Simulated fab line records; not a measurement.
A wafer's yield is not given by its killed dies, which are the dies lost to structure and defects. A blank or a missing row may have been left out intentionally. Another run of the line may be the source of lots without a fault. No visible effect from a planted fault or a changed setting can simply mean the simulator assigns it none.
Comparing a struck lot with a sound one || flow gf180mcu || 14 out of 602 route steps
Sound: the wafers L717.4, L717.5, L717.6. Wafers struck: L709.1, L709.3, L709.4. The cause is given at the end.
At each step with rows: each side's tool, then ch and its chambers, then its first start. Under that, the readings that differ: sound wafers || struck wafers || difference of the means || sigmas: that difference in standard deviations of wafers without a fault.
alike: words and numbers the same on both sides, and readings whose means are apart by under 2 such deviations; not compared: readings that were withheld, readings missing a value for some wafer, numbers with overlapping values and no deviation given by the record, and bounds like >300 which may hide the same value.
The two part at a step that has a row with sigmas, a row that says differs or no value, or rows on one side only. Numbers that have no deviation but don't overlap get no sigmas and don't part them. Lack of a reading on every wafer of one side parts them only where that side has two or more wafers.

first, 1 step without rows for these wafers: GF_HV_LDD_CLEAN_51 (cleans in SC1/SC2, time 150 s).
GF_HV_LDD_RTA_52: time 10 s.
  sound on rtp anneal-02 ch 0, day 18 02:03; struck on rtp anneal-02 ch 0, day 15 07:53
  alike: lamp power pct, wafer_temp_C_max
GF_HV_LDD_RS_MEAS_53: measurement is done with a four-point probe.
  sound on film metro-02, day 18 02:08; struck on film metro-04, day 15 07:58
  alike: HV_LDD_RS
then, 1 step without rows for these wafers: GF_HV_LDD_CVD_54 (deposits SiO2 from TEOS, target thk 10 nm, time 75 s).
GF_HV_LDD_THK_MEAS_55:
  sound on film metro-04, day 18 03:15; struck on film metro-04, day 15 09:06
  alike: HV_LDD_CVD_54_THK
then, 1 step without rows for these wafers: GF_HV_LDD_CVD_56 (deposits Si3N4 from DCS/NH3, target thk 90 nm, time 1543 s).
GF_HV_LDD_THK_MEAS_57:
  sound on film metro-01, day 18 04:44; struck on film metro-02, day 15 10:35
  alike: HV_LDD_CVD_56_THK
GF_HV_LDD_ETCHBACK_58: etches Si3N4 in CH3F/O2, stops on SiO2, time 100 s, target depth 90 nm.
  sound on rie diel-04 ch 1,2,3, day 18 04:46; struck on rie diel-03 ch 0,1,2, day 15 10:38
  alike: bias w, drypump motor current A, oes product au, rf fwd power W, throttle valve pct
  not compared: rf hours counter h
then, 4 steps without rows for these wafers: GF_NSD_DEHYDRATE_00 (time 60 s); GF_NSD_HMDS_01 (prime time 60 s); GF_NSD_COAT_02 (resist thk 1000 nm); GF_NSD_SOFTBAKE_03 (time 60 s).
GF_NSD_EXPOSE_04: exposes mask Nplus, target cd 400 nm.
  struck on iline stepper-01, day 15 21:50; sound on iline stepper-01 ch 0, day 18 16:49
  no value came back on the struck wafers for exposure dose mJ cm2, focus offset nm (nm), sigma outer; on the sound wafers exposure dose mJ cm2 reads 139.62 139.75 139.78
  alike: mask
after that, 1 step had no rows for these wafers: GF_NSD_PEB_05.

WHERE THEY PART
Within this record, at GF_NSD_EXPOSE_04 only.

WHY: what the simulator had put in
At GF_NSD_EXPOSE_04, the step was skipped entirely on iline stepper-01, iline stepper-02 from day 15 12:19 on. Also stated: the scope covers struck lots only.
